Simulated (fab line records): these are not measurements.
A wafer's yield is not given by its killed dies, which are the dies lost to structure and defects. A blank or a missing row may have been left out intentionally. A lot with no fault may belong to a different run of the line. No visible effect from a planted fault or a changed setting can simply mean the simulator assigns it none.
2 desks, one fault    flow sky130    numbers are kept per desk, each desk with only its own; the story behind them comes last

== AT THE TOOL OWNER'S DESK: pvd-sputter-01 ==
The tool's own readings at SKY_VIA4_SPUTTER_17 (material TiN, target thk 20 nm, time 80 s): means of the sampled wafers that have a number, for each lot that ran on this tool. The brackets show how far a lot's mean lies from the usual mean; more than 4 standard deviations puts the lot out of limits, marked OUT.
Columns: A = cathode-dc-power-W at SKY_VIA4_SPUTTER_17, usual 4000.0 W; B = throttle-valve-pct at SKY_VIA4_SPUTTER_17, usual 29.9 %
lot   first seen here  A                 B
L350  day 45 02:15     4064.5 (+98) OUT  29.5
L362  day 48 05:49     3999.5            30.8
L364  day 48 21:16     4000.1            30.9
This desk's finding: out of limits on L350; first on L350, day 45 02:15 (cathode-dc-power-W at SKY_VIA4_SPUTTER_17). L362, L364 stayed within limits.

== METROLOGY DESK ==
What the gauges read, lot by lot, whatever tool the lot ran on: means of the sampled wafers that have a number. The brackets show how far a lot's mean lies from the usual mean; more than 4 standard deviations puts the lot out of limits, marked OUT.
Columns: A = VIA4_OVL at SKY_VIA4_OVL_MEAS_11, usual 0.5 nm
lot   first seen here  A
L343  day 43 00:44     1.0
L350  day 45 01:34     0.4
L361  day 47 23:28     -0.5
L362  day 48 05:07     0.4
L364  day 48 20:13     -0.4
Finding of this desk: none of the 5 lots has anything out of limits.

== PUT TOGETHER ==
The tool owner's desk could have raised an alarm at day 45 02:15, on L350.
Nothing out of limits was seen by the metrology desk.
The metrology desk has L350 on record, within its limits.
All the named lots went through SKY_VIA4_SPUTTER_17 on pvd-sputter-01.

== WHAT THE SIMULATOR HAD PUT IN ==
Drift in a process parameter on pvd-sputter-01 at SKY_VIA4_SPUTTER_17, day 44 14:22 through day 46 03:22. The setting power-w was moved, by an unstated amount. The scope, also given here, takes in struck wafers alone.
Lots struck among those shown: L350.
Time in hours from fault onset to the first out-of-limits reading at each desk: the tool owner's desk, 12.
